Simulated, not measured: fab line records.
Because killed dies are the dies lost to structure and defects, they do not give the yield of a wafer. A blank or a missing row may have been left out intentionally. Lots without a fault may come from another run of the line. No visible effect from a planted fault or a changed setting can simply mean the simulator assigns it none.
Struck lot and sound lot, side by side || flow sfq-line || 13 steps out of a route of 325
Sound: the wafers L551.3, L551.4, L551.5. Struck: wafers L557.1, L557.3, L557.5. At the end, the cause is stated.
Order at every step that has rows: each side's tool, ch and its chambers, its first start. Under that, the readings that differ: sound wafers || struck wafers || difference of the means || sigmas: that difference in standard deviations of wafers without a fault.
alike: a reading whose means differ by less than 2 such deviations, as well as words and numbers matching on both sides. not compared: withheld readings; readings where some wafer has no value; bounds like >300 that might hide an equal value; numbers whose values overlap and for which the record gives no deviation.
Wherever a step has rows on one side only, a row that says differs or no value, or a row with sigmas, the two part there. When numbers do not overlap yet have no deviation, they are printed without sigmas and do not part them. A reading missing from all wafers of one side parts the sides only when that side holds two or more wafers.

first, 6 steps without rows for these wafers: SFQ_TRILAYER_M1_LITHO_COAT_044 (resist thk 62 nm); SFQ_TRILAYER_M1_LITHO_COAT_039 (resist thk 600 nm); SFQ_TRILAYER_M1_LITHO_SOFTBAKE_043; SFQ_TRILAYER_M1_LITHO_EXPOSE_040 (exposes mask M1, target cd 500 nm); SFQ_TRILAYER_M1_LITHO_PEB_042 (peb time 60 s); SFQ_TRILAYER_M1_LITHO_DEVELOP_041 (time 60 s).
SFQ_M1_OVL_MEAS_911:
  sound: overlay-02 at day 15 02:31; struck: overlay-02 at day 17 04:49
  alike: M1_OVL
SFQ_TRILAYER_M1_BARC_OPEN_METAL_ETCH_054: etches BARC in O2, target depth 125 nm, time 41.7 s.
  sound on rie-metal-03 ch 0,1, day 15 02:33; struck on rie-metal-04 ch 0,1, day 17 04:50
{"reading": "chamber-pressure-mTorr (mTorr)", "sound": "10.001 9.909 9.981", "struck": "9.980 9.995 10.004", "difference": "+0.029", "sigmas": "+2"}
  alike: drypump-motor-current-A, oes-product-au
  not compared: rf-hours-counter-h
SFQ_TRILAYER_M1_ETCH_METAL_ETCH_042: etches Nb in Cl2/Ar, stops on SiO2, target depth 240 nm, time 120 s.
  sound on rie-metal-03 ch 0,1, day 15 02:38; struck on rie-metal-04 ch 0,1, day 17 04:54
  alike: chamber-pressure-mTorr, drypump-motor-current-A, oes-product-au
  not compared: rf-hours-counter-h
SFQ_TRILAYER_M1_STRIP_STRIP_043: strips in O2.
  sound on rie-metal-03 ch 0,1, day 15 02:55; struck on rie-metal-04 ch 0,1, day 17 05:02
  alike: chamber-pressure-mTorr, drypump-motor-current-A, oes-product-au, platen-temp-c
  not compared: rf-hours-counter-h
then, 1 step without rows for these wafers: SFQ_TRILAYER_M1_STRIP_SOLV_CLEAN_044 (cleans in NMP, time 600 s).
SFQ_TRILAYER_I1_DEP_PECVD_045: deposits SiO2 from SiH4/N2O, time 111.11 s, target thk 500 nm.
  sound on pecvd-01 ch 0,1,2, day 15 03:29; struck on pecvd-01 ch 0,1,2, day 17 05:48
{"reading": "rf-fwd-power-W (W)", "sound": "183.0 183.7 182.8", "struck": "153.3 154.1 152.7", "difference": -29.8, "sigmas": -43}
{"reading": "model.SiO2_of_TRILAYER_I1_DEP_PECVD_045.thk-nm (nm)", "sound": "497.5 496.2 506.5", "struck": "481.3 470.6 479", "difference": -23.1, "sigmas": ""}
  alike: heater-power-w, throttle-valve-pct
SFQ_TRILAYER_I1_CMP_CMP_046: polishes SiO2.
  sound on cmp-01 ch 2,3, day 15 04:04; struck on cmp-01 ch 0,3, day 17 09:21
  alike: motor-current-A

## WHERE THEY PART
Last at SFQ_TRILAYER_I1_DEP_PECVD_045 as far as this record goes, first at SFQ_TRILAYER_M1_BARC_OPEN_METAL_ETCH_054. Later steps at which nothing parts them and some readings are alike: SFQ_TRILAYER_I1_CMP_CMP_046.

WHY: what had been put in by the simulator
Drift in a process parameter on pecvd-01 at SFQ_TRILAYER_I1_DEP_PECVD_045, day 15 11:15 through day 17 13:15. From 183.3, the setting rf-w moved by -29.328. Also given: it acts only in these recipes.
